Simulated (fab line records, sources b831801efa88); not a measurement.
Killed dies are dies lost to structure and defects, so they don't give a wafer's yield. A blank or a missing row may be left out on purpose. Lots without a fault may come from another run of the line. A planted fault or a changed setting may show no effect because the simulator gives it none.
A struck lot beside a sound one | flow sky130 | 16 steps out of a route of 708
Sound: wafers L608.2, L608.3, L608.5. Struck: wafers L603.1, L603.2, L603.5. The cause comes at the end.
At each step with rows: each side's tool, then ch and its chambers, then its first start. Under that, the readings that differ: sound wafers | struck wafers | difference of the means | sigmas: that difference in standard deviations of wafers without a fault.
alike: readings whose means differ by less than 2 such deviations, and words and numbers that are the same on both sides. not compared: withheld readings, readings that some wafer has no value for, bounds like >300 that may hide the same value, and numbers for which the record gives no deviation and whose values overlap.
The two part at a step that has a row with sigmas, a row that says differs or no value, or rows on one side only. Numbers that don't overlap but have no deviation are shown without sigmas and don't part them. A reading that every wafer of one side lacks parts them only if that side has two wafers or more.

first, 1 step without rows for these wafers: SKY_VT_ADJUST_LVTN_IMPLANT_19.
SKY_VT_ADJUST_LVTN_STRIP_20: strips in O2/N2.
  sound on plasma_asher-02 ch 0, day 12 22:49; struck on plasma_asher-04 ch 0,1, day 11 18:17
  alike: drypump_motor_current_A, oes_product_au, strip_time_to_endpoint_s
  not compared: rf_hours_counter_h
SKY_VT_ADJUST_LVTN_TW_MEAS_21:
  sound on film_metro-02, day 12 22:55; struck on film_metro-03, day 11 18:23
  alike: VT_ADJUST_LVTN_2_TW
then, 7 steps without rows for these wafers: SKY_VT_ADJUST_NCORE_DEHYDRATE_00 (time 60 s); SKY_VT_ADJUST_NCORE_HMDS_01 (prime time 60 s); SKY_VT_ADJUST_NCORE_COAT_02 (resist thk 1140 nm); SKY_VT_ADJUST_NCORE_SOFTBAKE_03 (time 60 s); SKY_VT_ADJUST_NCORE_EXPOSE_04 (exposes mask LVTN COMPLEMENT THIN, target cd 380 nm); SKY_VT_ADJUST_NCORE_PEB_05; SKY_VT_ADJUST_NCORE_DEVELOP_06 (develop time 60 s).
SKY_VT_ADJUST_NCORE_CD_MEAS_07: target cd 380 nm.
  sound on cd_sem-01, day 14 00:15; struck on cd_sem-02, day 12 18:02
  alike: cd_nm
SKY_VT_ADJUST_NCORE_OVL_MEAS_08:
  sound on overlay-02, day 14 00:21; struck on overlay-01, day 12 18:09
  alike: VT_ADJUST_NCORE_OVL
SKY_VT_ADJUST_NCORE_IMPLANT_09:
  sound on implanter-02 ch 0, day 14 00:25; struck on implanter-01 ch 0, day 12 18:11
  reading            | sound                           | struck                           | difference  | sigmas
  dose_ions_cm2      | 2.3973e+12 2.3999e+12 2.402e+12 | 2.0594e+12 2.0622e+12 2.0601e+12 | -3.3917e+11 | -99 or more
  faraday_current_uA | 13.54 13.47 13.75               | 11.74 11.94 11.61                | -1.82       | -7
SKY_VT_ADJUST_NCORE_STRIP_10: strips in O2/N2.
  sound on plasma_asher-01 ch 0, day 14 00:32; struck on plasma_asher-03 ch 0,1, day 12 18:20
  alike: drypump_motor_current_A, oes_product_au, strip_time_to_endpoint_s
  not compared: rf_hours_counter_h
SKY_VT_ADJUST_NCORE_TW_MEAS_11:
  sound on film_metro-03, day 14 00:38; struck on film_metro-01, day 12 18:26
  reading            | sound             | struck            | difference | sigmas
  VT_ADJUST_NCORE_TW | 217.8 216.8 217.4 | 210.7 211.1 212.3 | -6.0       | -2
  not compared: hold
-- the record jumps here: 36 days lie between the struck wafers' starts before and after (it left off in module VT_ADJUST_NCORE and takes up again in module PAD_OPEN, whose first step shown is number 708 of the route) --
SKY_PAD_OPEN_PROBE_99:
  sound on prober-02, day 50 01:50; struck on prober-01, day 49 03:56
  reading                                    | sound                       | struck                        | difference | sigmas
  model.etest.nfet_16v.r_on_ohm_um           | 1.403e+04 1.4e+04 1.398e+04 | 1.359e+04 1.347e+04 1.343e+04 | -5.067e+02 |
  model.etest.pfet_g5v0d10v5.r_on_ohm_um     | 4742 4621 4731              | 4897 4819 4862                | +161       |
  model.etest.res_pwell_under_gate.rs_ohm_sq | 2306 2292 2291              | 2327 2314 2317                | +23        |
  model.etest.nfet_g5v0d10v5.r_on_ohm_um     | 1878 1855 1876              | 1818 1802 1831                | -53        |
  model.etest.nfet_g5v0d10v5.drive_ua_um     | 604.6 612.2 598.9           | 625.9 635.6 632.6             | +26.1      |
  model.etest.pfet_g5v0d10v5.drive_ua_um     | 343.2 348.3 341.4           | 328 336.7 335.5               | -11        |
  model.etest.pfet_16v.drive_ua_um           | 247.6 246.3 249.4           | 241.7 243.8 243.8             | -4.7       |
  model.etest.nfet_16v.drive_ua_um           | 221.7 225.7 222.6           | 231 233.4 236                 | +10        |
  alike: killed_at_M0_to_M3, killed_at_M4_up, killed_at_contacts, killed_at_front_end, killed_at_other, killed_dies, killed_open, killed_short

WHERE THEY PART
First at SKY_VT_ADJUST_NCORE_IMPLANT_09; last, within this record, at SKY_VT_ADJUST_NCORE_TW_MEAS_11. Later steps at which nothing parts them and some readings are alike: SKY_PAD_OPEN_PROBE_99.

WHY: what the simulator had put in
Process parameter drift: implanter-01, from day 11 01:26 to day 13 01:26, at SKY_VT_ADJUST_NCORE_IMPLANT_09. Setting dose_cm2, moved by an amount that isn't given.
